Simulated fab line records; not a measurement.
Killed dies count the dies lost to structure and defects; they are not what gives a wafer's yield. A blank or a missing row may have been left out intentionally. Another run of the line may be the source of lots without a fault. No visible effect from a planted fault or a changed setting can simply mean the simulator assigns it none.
Which of the tools did it? ; flow sky130 ; Sampling: 11 lots, 33 wafers, 6 of 708 route steps

WHAT THE GAUGES SHOWED, per wafer
SKY_FIELD_ISO_THK_MEAS_23. Usual: FIELD_ISO_OXIDATION_01_THK 9.96 nm, standard deviation 0.17.
lot;measured;on;FIELD_ISO_OXIDATION_01_THK (nm);flag
L152;day 2 07:55;film_metro-02;9.92 10.11 10.03;
L153;day 2 10:26;film_metro-02;9.89 9.95 9.99;
L154;day 2 16:27;film_metro-03;10.17 10.24 10.20;
L155;day 3 00:29;film_metro-01;10.07 10.35 10.62;
L156;day 3 04:50;film_metro-01;10.08 10.06 10.09;
L158;day 3 14:29;film_metro-03;10.06 9.89 10.00;
L163;day 4 16:06;film_metro-01;9.73 9.81 9.68;
L164;day 4 21:50;film_metro-02;9.91 9.93 9.64;
L171;day 6 10:10;film_metro-02;9.74 9.71 9.52;
L173;day 6 19:13;film_metro-03;9.92 9.80 10.04;
L174;day 7 01:38;film_metro-02;9.90 10.00 9.95;

SKY_PWDE_TW_MEAS_10. Usual: PWDE_TW 373, standard deviation 3.7.
lot;measured;on;PWDE_TW;flag
L152;day 4 02:14;film_metro-02;369 366 368;
L153;day 4 03:46;film_metro-03;377 375 374;
L154;day 4 08:08;film_metro-04;374 375 376;
L155;day 4 14:55;film_metro-04;373 373 372;
L156;day 4 20:00;film_metro-03;375 375 375;
L158;day 5 07:02;film_metro-02;371 368 370;
L163;day 6 09:39;film_metro-03;359 358 357;OFF
L164;day 6 15:34;film_metro-02;347 347 349;OFF
L171;day 8 08:07;film_metro-04;376 375 377;
L173;day 8 17:20;film_metro-03;374 373 373;
L174;day 8 23:29;film_metro-02;368 369 366;

SKY_NWELL_RS_MEAS_31: the measuring method here is four-point-probe. Usual: PWDE_RS 5269 ohm/sq, standard deviation 20.
lot;measured;on;PWDE_RS (ohm/sq);flag
L152;day 5 13:44;film_metro-02;5271 5271 5287;
L153;day 5 16:05;film_metro-02;5258 5250 5270;
L154;day 5 19:48;film_metro-02;5223 5232 5249;
L155;day 6 03:35;film_metro-03;5313 5300 5309;
L156;day 6 08:29;film_metro-03;5278 5263 5289;
L158;day 6 23:14;film_metro-04;5243 5254 5260;
L163;day 8 02:28;film_metro-04;6025 6033 6038;OFF
L164;day 8 08:53;film_metro-02;5990 6018 5988;OFF
L171;day 10 03:47;film_metro-02;5267 5263 5270;
L173;day 10 14:28;film_metro-03;5248 5249 5250;
L174;day 10 20:54;film_metro-04;5263 5267 5287;

SKY_LI_CONTACT_RS_MEAS_22: the measuring method here is four-point-probe. Usual: LI_CONTACT_W_RS 0.286 ohm/sq, standard deviation 0.0056.
lot;measured;on;LI_CONTACT_W_RS (ohm/sq);flag
L152;day 29 11:32;film_metro-03;0.286 0.273 0.285;
L153;day 29 15:59;film_metro-04;0.288 0.285 0.286;
L154;day 29 21:06;film_metro-01;0.295 0.286 0.293;
L155;day 30 12:57;film_metro-04;0.287 0.292 0.288;
L156;day 30 17:14;film_metro-04;0.289 0.293 0.289;
L158;day 31 12:59;film_metro-04;0.284 0.274 0.285;
L163;day 33 01:31;film_metro-01;0.282 0.274 0.283;
L164;day 33 11:07;film_metro-04;0.286 0.276 0.274;
L171;day 35 13:53;film_metro-01;0.286 0.290 0.289;
L173;day 36 01:34;film_metro-03;0.288 0.288 0.290;
L174;day 36 08:19;film_metro-04;0.287 0.291 0.288;

WHAT TOOL EACH LOT RAN ON (gives the tool, then ch and the chambers of the sampled wafers, and finally the start)
lot;SKY_FIELD_ISO_ETCH_15;SKY_PWDE_IMPLANT_08
L152;rie_diel-02 ch 0,2,3, day 2 04:26;implanter-02 ch 0, day 4 01:59
L153;rie_diel-03 ch 0,1,3, day 2 07:32;implanter-02 ch 0, day 4 03:31
L154;rie_diel-02 ch 0,2,3, day 2 14:44;implanter-03 ch 0, day 4 07:56
L155;rie_diel-02 ch 0,1, day 2 21:47;implanter-02 ch 0, day 4 14:40
L156;rie_diel-02 ch 0,1,2, day 3 02:52;implanter-03 ch 0, day 4 19:47
L158;rie_diel-04 ch 0,1,2, day 3 12:28;implanter-02 ch 0, day 5 06:47
L163;rie_diel-04 ch 2,3, day 4 14:25;implanter-03 ch 0, day 6 09:25
L164;rie_diel-03 ch 0,1,3, day 4 20:10;implanter-03 ch 0, day 6 15:19
L171;rie_diel-04 ch 0,3, day 6 06:58;implanter-01 ch 0, day 8 07:53
L173;rie_diel-02 ch 0,1,2, day 6 17:10;implanter-01 ch 0, day 8 17:07
L174;rie_diel-03 ch 1,2,3, day 6 23:56;implanter-01 ch 0, day 8 23:16
- SKY_FIELD_ISO_ETCH_15: etches the open film in CHF3/O2, stops on Si, target depth 180 nm, time 72 s.
- SKY_PWDE_IMPLANT_08

WHAT THE TOOLS THEMSELVES READ (means of the sampled wafers that have a number; where no wafer has one, the mark that the record gives instead)
SKY_FIELD_ISO_ETCH_15. Usual: bias_w 200.0 W, standard deviation 0.53; drypump_motor_current_A 5.8 A, standard deviation 0.36; oes_product_au 0.947 a.u., standard deviation 0.0064; throttle_valve_pct 8.843 %, standard deviation 0.009.
lot;tool;bias_w (W);drypump_motor_current_A (A);oes_product_au (a.u.);throttle_valve_pct (%);flag
L152;rie_diel-02;199.7;6.0;0.953;8.842;
L153;rie_diel-03;199.7;5.6;0.947;8.837;
L154;rie_diel-02;199.9;6.0;0.956;8.849;
L155;rie_diel-02;200.0;5.5;0.945;8.846;
L156;rie_diel-02;199.8;5.9;0.949;8.833;
L158;rie_diel-04;200.2;6.1;0.950;8.835;
L163;rie_diel-04;200.4;6.2;0.948;8.848;
L164;rie_diel-03;200.2;5.5;0.945;8.843;
L171;rie_diel-04;199.8;5.8;0.945;8.835;
L173;rie_diel-02;199.9;5.8;0.947;8.837;
L174;rie_diel-03;199.5;5.4;0.944;8.844;

SKY_PWDE_IMPLANT_08. Usual: dose_ions_cm2 3.6e+12, standard deviation 4e+09; faraday_current_uA 20.3, standard deviation 0.4.
lot;tool;dose_ions_cm2;faraday_current_uA;flag
L152;implanter-02;3.6e+12;20.5;
L153;implanter-02;3.6e+12;19.7;
L154;implanter-03;3.6e+12;20.5;
L155;implanter-02;3.6e+12;20.5;
L156;implanter-03;3.6e+12;20.2;
L158;implanter-02;3.6e+12;20.1;
L163;implanter-03;3.0e+12;17.5;OFF
L164;implanter-03;3.0e+12;17.2;OFF
L171;implanter-01;3.6e+12;20.1;
L173;implanter-01;3.6e+12;20.5;
L174;implanter-01;3.6e+12;20.0;

THE ANSWER, worked out from the rows above alone
Rule: lot off if the mean of its wafers having a number is beyond 3 standard deviations from the usual mean. A lot without any number at a reading at which 4 lots or more have one is off too. The other lots that the step has rows for count as sound. First the gauges in route order, then the tools' own readings, where a lot's mean is used as printed above. The first step at which some lot is off is used, and at that step the reading that is off furthest; a lot without a number counts as furthest.
Off: L163, L164, seen at SKY_PWDE_TW_MEAS_10 (PWDE_TW).
A tool fits if, at a process step before that reading, it ran every lot that is off, and no sound lot after the first of them. Not tried: the gauges at SKY_PWDE_TW_MEAS_10; whatever is off there is also off at SKY_PWDE_IMPLANT_08, on other tools, and gauge error can't account for it. One fits: SKY_PWDE_IMPLANT_08 on implanter-03. Its last sound lot is L156 (day 4 19:47), its first lot that is off L163 (day 6 09:25): a fault that began between those two fits.
The tool's own readings at SKY_PWDE_IMPLANT_08 bear it out: on the lots that are off they differ by more than 5 times the standard deviation of the sound lots' means. dose_ions_cm2 reads 3.0e+12 there against 3.6e+12 on the sound lots; faraday_current_uA reads 17.4 there against 20.2 on the sound lots.

WHAT HAD BEEN PUT IN BY THE SIMULATOR
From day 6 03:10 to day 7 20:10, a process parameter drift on implanter-03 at SKY_PWDE_IMPLANT_08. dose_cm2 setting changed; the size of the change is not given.
Struck lots among those shown: L163, L164. The rule above reached the same finding.
